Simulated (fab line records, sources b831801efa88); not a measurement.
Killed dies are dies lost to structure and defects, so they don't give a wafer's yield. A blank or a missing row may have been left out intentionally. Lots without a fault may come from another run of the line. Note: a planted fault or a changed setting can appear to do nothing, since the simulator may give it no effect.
Which of the tools did it? | flow gf180mcu | 14 lots, 42 wafers sampled, at 3 steps of a route of 602

## WHAT THE GAUGES SHOWED, per wafer
GF_HV_LDD_OVL_MEAS_47. Usual: HV_LDD_03_OVL 0.6 nm, standard deviation 1.1.
lot  | measured     | on         | HV_LDD_03_OVL (nm) | flag
L586 | day 12 10:57 | overlay-02 | 1.1 -0.3 -0.3      |
L587 | day 12 16:26 | overlay-02 | -0.5 0.1 0.0       |
L588 | day 12 19:23 | overlay-02 | 2.1 0.5 2.2        |
L589 | day 13 07:26 | overlay-01 | 1.3 0.7 1.7        |
L590 | day 13 12:11 | overlay-01 | -0.3 2.0 2.0       |
L591 | day 13 23:50 | overlay-01 | -1.1 1.0 -0.5      |
L596 | day 15 17:29 | overlay-01 | 0.0 2.6 -0.5       |
L598 | day 16 13:38 | overlay-01 | 3.3 2.5 0.1        |
L599 | day 16 18:01 | overlay-01 | -0.3 0.1 0.2       |
L602 | day 17 18:52 | overlay-01 | -0.5 0.2 0.3       |
L604 | day 18 10:34 | overlay-01 | 1.0 -0.1 1.1       |
L605 | day 18 20:34 | overlay-01 | -0.8 1.2 -0.5      |
L608 | day 20 06:46 | overlay-01 | 1.6 1.7 -0.9       |
L609 | day 20 08:13 | overlay-02 | 1.9 0.3 -0.6       |

## WHAT TOOL EACH LOT RAN ON (gives the tool, then ch and the chambers of the sampled wafers, and finally the start)
lot  | GF_POLY_GATE_STRIP_14                | GF_HV_LDD_IMPLANT_34
L586 | plasma_asher-03 ch 0,1, day 9 05:12  | implanter-02 ch 0, day 11 15:22
L587 | plasma_asher-02 ch 0,1, day 9 11:20  | implanter-02 ch 0, day 11 21:40
L588 | plasma_asher-04 ch 0,1, day 9 13:20  | implanter-02 ch 0, day 11 23:30
L589 | plasma_asher-02 ch 0,1, day 10 01:49 | implanter-04 ch 0, day 12 11:49
L590 | plasma_asher-04 ch 0,1, day 10 06:13 | implanter-03 ch 0, day 12 15:58
L591 | plasma_asher-04 ch 0,1, day 10 16:20 | implanter-02 ch 0, day 13 03:49
L596 | plasma_asher-04 ch 0,1, day 12 04:44 | implanter-02 ch 0, day 14 20:01
L598 | plasma_asher-02 ch 0,1, day 12 20:45 | implanter-02 ch 0, day 15 14:32
L599 | plasma_asher-04 ch 0,1, day 13 02:46 | implanter-02 ch 0, day 15 18:43
L602 | plasma_asher-04 ch 0,1, day 13 23:19 | implanter-03 ch 0, day 16 19:07
L604 | plasma_asher-03 ch 0,1, day 14 14:04 | implanter-04 ch 0, day 17 10:55
L605 | plasma_asher-02 ch 0,1, day 14 22:17 | implanter-03 ch 0, day 17 20:28
L608 | plasma_asher-04 ch 0,1, day 16 06:45 | implanter-04 ch 0, day 19 06:49
L609 | plasma_asher-02 ch 1, day 16 08:43   | implanter-02 ch 0, day 19 08:46
- GF_POLY_GATE_STRIP_14: strips in O2/N2.
- GF_HV_LDD_IMPLANT_34

## WHAT THE TOOLS THEMSELVES READ (means of the sampled wafers that have a number; where no wafer has one, the mark that the record gives instead)
GF_POLY_GATE_STRIP_14. Usual: drypump_motor_current_A 5.6 A, standard deviation 0.47; heater_power_w 349 W, standard deviation 41; o2_flow_sccm 3001 sccm, standard deviation 9.6; oes_product_au 0.505 a.u., standard deviation 0.0043.
lot  | tool            | drypump_motor_current_A (A) | heater_power_w (W) | o2_flow_sccm (sccm) | oes_product_au (a.u.) | flag
L586 | plasma_asher-03 | 5.1                         | 335                | 2996                | 0.507                 |
L587 | plasma_asher-02 | 5.6                         | 364                | 2997                | 0.504                 |
L588 | plasma_asher-04 | 6.2                         | 313                | 3003                | 0.503                 |
L589 | plasma_asher-02 | 5.6                         | 359                | 2985                | 0.504                 |
L590 | plasma_asher-04 | 6.2                         | 310                | 2999                | 0.506                 |
L591 | plasma_asher-04 | 5.9                         | 328                | 3013                | 0.508                 |
L596 | plasma_asher-04 | 5.8                         | 333                | 3003                | 0.509                 |
L598 | plasma_asher-02 | 5.6                         | 361                | 2998                | 0.508                 |
L599 | plasma_asher-04 | 5.9                         | 329                | 2996                | 0.503                 |
L602 | plasma_asher-04 | 6.2                         | 306                | 2993                | 0.501                 |
L604 | plasma_asher-03 | 5.2                         | 336                | 3004                | 0.504                 |
L605 | plasma_asher-02 | 5.6                         | 391                | 3008                | 0.505                 |
L608 | plasma_asher-04 | 6.2                         | 313                | 3010                | 0.505                 |
L609 | plasma_asher-02 | 5.8                         | 424                | 3001                | 0.505                 |

GF_HV_LDD_IMPLANT_34. Usual: beam_on_s 10.03 s, standard deviation 0.19; end_station_pressure_torr 4.98e-06 Torr, standard deviation 2.7e-07; faraday_current_uA 42.2, standard deviation 0.83.
lot  | tool         | beam_on_s (s) | end_station_pressure_torr (Torr) | faraday_current_uA | flag
L586 | implanter-02 | 10.09         | 4.84e-06                         | 42.0               |
L587 | implanter-02 | 10.11         | 5.20e-06                         | 41.9               |
L588 | implanter-02 | 10.13         | 4.94e-06                         | 41.6               |
L589 | implanter-04 | 9.92          | 4.99e-06                         | 42.6               |
L590 | implanter-03 | 10.03         | 5.12e-06                         | 42.2               |
L591 | implanter-02 | 10.17         | 4.93e-06                         | 41.6               |
L596 | implanter-02 | 10.02         | 5.02e-06                         | 42.2               |
L598 | implanter-02 | 10.68         | 3.99e-05                         | 39.3               | OFF
L599 | implanter-02 | 11.01         | 4.14e-05                         | 38.2               | OFF
L602 | implanter-03 | 9.97          | 5.00e-06                         | 42.5               |
L604 | implanter-04 | 9.98          | 5.29e-06                         | 42.4               |
L605 | implanter-03 | 10.28         | 5.02e-06                         | 41.0               |
L608 | implanter-04 | 9.94          | 5.16e-06                         | 42.4               |
L609 | implanter-02 | 9.82          | 4.90e-06                         | 43.1               |

## THE ANSWER, worked out from the rows above alone
Rule: a lot counts as off when the mean over its wafers that have a number is more than 3 standard deviations away from the usual mean. A lot without any number at a reading at which 4 lots or more have one is off too. All remaining lots with rows at the step are treated as sound. After the gauges, taken in route order, come the tools' own readings; for these a lot's mean is taken, as printed above. The first step at which some lot is off is used, and at that step the reading that is off furthest; a lot without a number counts as furthest.
Off: L598, L599 (GF_HV_LDD_IMPLANT_34, end_station_pressure_torr).
A tool fits if, at that step or a process step before it, it ran every lot that is off, and no sound lot after the first of them. No candidate that was tried fits.

## WHAT THE SIMULATOR HAD PUT IN
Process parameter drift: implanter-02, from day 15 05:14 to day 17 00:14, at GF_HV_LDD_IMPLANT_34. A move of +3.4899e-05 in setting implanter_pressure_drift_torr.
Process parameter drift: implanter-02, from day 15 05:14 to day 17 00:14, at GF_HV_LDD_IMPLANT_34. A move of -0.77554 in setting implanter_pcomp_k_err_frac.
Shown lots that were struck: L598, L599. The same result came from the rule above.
